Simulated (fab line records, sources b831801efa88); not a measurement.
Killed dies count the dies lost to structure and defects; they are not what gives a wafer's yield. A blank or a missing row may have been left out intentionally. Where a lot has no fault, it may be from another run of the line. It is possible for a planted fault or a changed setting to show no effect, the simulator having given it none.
Which tool was responsible? | flow gf180mcu | 12 lots, 36 wafers sampled, at 6 steps of a route of 602

## WHAT THE GAUGES SHOWED, per wafer
GF_POLY_GATE_THK_MEAS_17.
lot  | measured     | on            | POLY_GATE_OXIDATION_THK (nm)
L169 | day 9 15:20  | film metro-03 | 4.00 4.04 4.09
L171 | day 10 06:46 | film metro-02 | 3.89 3.92 3.85
L172 | day 10 12:57 | film metro-02 | 3.96 3.89 3.91
L173 | day 10 19:11 | film metro-03 | 4.06 3.99 4.03
L174 | day 10 22:19 | film metro-01 | 4.03 4.07 4.08
L176 | day 11 10:57 | film metro-02 | 4.13 4.05 4.01
L179 | day 12 12:25 | film metro-03 | 4.07 4.04 4.06
L183 | day 13 17:54 | film metro-02 | 4.03 3.95 4.05
L188 | day 15 15:00 | film metro-03 | 4.00 3.95 4.06
L189 | day 15 20:17 | film metro-03 | 3.98 3.90 3.99
L190 | day 16 04:26 | film metro-02 | 3.88 3.93 3.85
L191 | day 16 04:26 | film metro-01 | 4.04 4.05 4.11

GF_HV_LDD_CD_MEAS_46: target cd 400 nm.
lot  | measured     | on        | cd nm (nm)
L169 | day 12 16:47 | cd sem-02 | 400.4 400.4 401.4
L171 | day 13 12:06 | cd sem-01 | 400.5 400.3 400.5
L172 | day 13 18:44 | cd sem-02 | 397.5 396.5 399.3
L173 | day 14 03:08 | cd sem-02 | 399.9 398.5 397.4
L174 | day 14 05:47 | cd sem-01 | 401.8 401.4 402.8
L176 | day 14 19:23 | cd sem-02 | 398.8 397.3 398.4
L179 | day 16 00:03 | cd sem-01 | 399.0 398.5 396.3
L183 | day 17 09:14 | cd sem-01 | 392.7 392.7 391.8 392.7 393.0 392.0
L188 | day 19 10:41 | cd sem-02 | 398.1 399.9 399.7
L189 | day 19 17:02 | cd sem-01 | 405.9 402.8 404.0
L190 | day 20 03:13 | cd sem-01 | 399.7 400.3 399.2
L191 | day 20 03:17 | cd sem-02 | 399.5 401.3 397.3

GF_PSD_OVL_MEAS_08.
lot  | measured     | on         | PSD_OVL (nm)
L169 | day 14 13:00 | overlay-01 | 2.3 -0.7 1.2
L171 | day 15 08:49 | overlay-02 | -0.2 0.6 -1.0
L172 | day 15 15:54 | overlay-02 | 3.2 0.6 2.7
L173 | day 16 00:49 | overlay-02 | -1.3 0.4 -0.3
L174 | day 16 02:56 | overlay-02 | 2.8 1.2 3.3
L176 | day 16 19:49 | overlay-02 | -0.3 0.9 -0.4
L179 | day 18 00:33 | overlay-02 | 0.2 -1.1 1.2
L183 | day 19 12:41 | overlay-01 | -0.9 -2.9 -2.5
L188 | day 21 14:08 | overlay-01 | -1.1 -2.2 -3.5
L189 | day 21 20:04 | overlay-02 | -0.4 -1.4 0.0
L190 | day 22 06:26 | overlay-02 | 1.2 1.3 1.8
L191 | day 22 06:45 | overlay-01 | -1.2 -1.0 -0.2

## EACH LOT AND THE TOOL THAT RAN IT (in order: tool; ch and the chambers of the sampled wafers; start)
lot  | GF_HV_LDD_STRIP_22                   | GF_HV_LDD_COAT_41                 | GF_HV_LDD_STRIP_49
L169 | plasma asher-03 ch 0,1, day 11 02:26 | litho track-02 ch 0, day 12 07:05 | plasma asher-04 ch 0,1, day 12 17:05
L171 | plasma asher-01 ch 0, day 11 20:35   | litho track-04 ch 0, day 13 02:30 | plasma asher-03 ch 1, day 13 12:23
L172 | plasma asher-03 ch 0,1, day 12 02:14 | litho track-02 ch 0, day 13 08:08 | plasma asher-01 ch 0,1, day 13 19:02
L173 | plasma asher-01 ch 0,1, day 12 10:02 | litho track-04 ch 0, day 13 15:59 | plasma asher-01 ch 0,1, day 14 03:25
L174 | plasma asher-01 ch 0,1, day 12 12:41 | litho track-04 ch 0, day 13 19:41 | plasma asher-01 ch 0,1, day 14 06:05
L176 | plasma asher-03 ch 0,1, day 13 02:23 | litho track-02 ch 0, day 14 09:04 | plasma asher-04 ch 0,1, day 14 19:41
L179 | plasma asher-04 ch 0,1, day 14 05:47 | litho track-02 ch 0, day 15 13:19 | plasma asher-01 ch 0,1, day 16 00:20
L183 | plasma asher-01 ch 0,1, day 15 12:23 | litho track-02 ch 0, day 16 22:08 | plasma asher-01 ch 0,1, day 17 12:22
L188 | plasma asher-03 ch 0,1, day 17 11:35 | litho track-01 ch 0, day 18 22:52 | plasma asher-03 ch 0,1, day 19 10:59
L189 | plasma asher-04 ch 0,1, day 17 16:56 | litho track-04 ch 0, day 19 04:54 | plasma asher-03 ch 0,1, day 19 17:19
L190 | plasma asher-04 ch 0,1, day 18 02:11 | litho track-04 ch 0, day 19 14:41 | plasma asher-03 ch 0,1, day 20 03:31
L191 | plasma asher-01 ch 0, day 18 02:11   | litho track-02 ch 0, day 19 14:50 | plasma asher-04 ch 0,1, day 20 03:35
- GF_HV_LDD_STRIP_22: strips in O2/N2.
- GF_HV_LDD_COAT_41: resist thk 1000 nm.
- GF_HV_LDD_STRIP_49: strips in O2/N2.

## AS READ BY THE TOOLS THEMSELVES (means over the sampled wafers that have a number; for cases with no such wafer, the mark the record gives instead)
GF_HV_LDD_STRIP_22.
lot  | tool            | drypump motor current A (A) | heater power w (W) | oes product au (a.u.) | strip time to endpoint s (s)
L169 | plasma asher-03 | 5.4                         | 334                | 0.716                 | 12.60
L171 | plasma asher-01 | 5.9                         | 321                | 0.714                 | 12.63
L172 | plasma asher-03 | 5.7                         | 318                | 0.714                 | 12.61
L173 | plasma asher-01 | 5.7                         | 351                | 0.711                 | 12.60
L174 | plasma asher-01 | 5.7                         | 346                | 0.720                 | 12.65
L176 | plasma asher-03 | 5.7                         | 318                | 0.713                 | 12.60
L179 | plasma asher-04 | 5.9                         | 295                | 0.720                 | 12.62
L183 | plasma asher-01 | 5.7                         | 355                | 0.713                 | 12.66
L188 | plasma asher-03 | 5.7                         | 314                | 0.721                 | 12.61
L189 | plasma asher-04 | 6.0                         | 267                | 0.710                 | 12.65
L190 | plasma asher-04 | 5.9                         | 293                | 0.719                 | 12.64
L191 | plasma asher-01 | 5.9                         | 327                | 0.718                 | 12.62

GF_HV_LDD_COAT_41.
lot  | tool           | spin speed rpm (rpm)
L169 | litho track-02 | 2999.3
L171 | litho track-04 | 2999.7
L172 | litho track-02 | 3000.3
L173 | litho track-04 | 2997.9
L174 | litho track-04 | 3000.0
L176 | litho track-02 | 2998.9
L179 | litho track-02 | 2686.1
L183 | litho track-02 | 2684.3
L188 | litho track-01 | 3001.9
L189 | litho track-04 | 3000.5
L190 | litho track-04 | 2999.4
L191 | litho track-02 | 2999.2

GF_HV_LDD_STRIP_49.
lot  | tool            | drypump motor current A (A) | heater power w (W) | oes product au (a.u.) | strip time to endpoint s (s)
L169 | plasma asher-04 | 6.1                         | 265                | 0.716                 | 12.654
L171 | plasma asher-03 | 6.0                         | 299                | 0.714                 | 12.604
L172 | plasma asher-01 | 5.7                         | 351                | 0.717                 | 12.610
L173 | plasma asher-01 | 5.7                         | 354                | 0.716                 | 12.584
L174 | plasma asher-01 | 5.8                         | 338                | 0.720                 | 12.619
L176 | plasma asher-04 | 5.9                         | 297                | 0.718                 | 12.627
L179 | plasma asher-01 | 5.8                         | 341                | 0.713                 | 13.229
L183 | plasma asher-01 | 5.7                         | 351                | 0.714                 | 13.147
L188 | plasma asher-03 | 5.4                         | 337                | 0.717                 | 12.596
L189 | plasma asher-03 | 5.4                         | 333                | 0.717                 | 12.623
L190 | plasma asher-03 | 5.7                         | 320                | 0.708                 | 12.602
L191 | plasma asher-04 | 5.9                         | 291                | 0.712                 | 12.628

## THE ANSWER, worked out from the rows above alone
Rule: the lots themselves supply what counts as usual. Put in order of their means at a reading, lots are off if they are a third of the lots or fewer, leave a main group of 4 or more, and stand apart from it by a gap of 3 or more times the standard deviation of the main group's means; of several such gaps the widest counts. Not used: any main group whose means are identical at the precision the tables above print for the reading. A lot without any number at a reading at which 4 lots or more have one is off too. Where the step has rows for the other lots, those lots are counted as sound. Order of review: gauges by route order, followed by the tools' own readings, for which a lot's mean as printed above is used. At the first step where some lot is off, the reading lying furthest off is the one used; lots without a number count as furthest.
Off: L179, L183 (GF_HV_LDD_COAT_41, spin speed rpm). The main group: mean 2999.7 rpm, standard deviation 1.
A tool fits if, at that step or a process step before it, it ran every lot that is off, and no sound lot after the first of them. No candidate that was tried fits.

## WHAT THE SIMULATOR HAD PUT IN
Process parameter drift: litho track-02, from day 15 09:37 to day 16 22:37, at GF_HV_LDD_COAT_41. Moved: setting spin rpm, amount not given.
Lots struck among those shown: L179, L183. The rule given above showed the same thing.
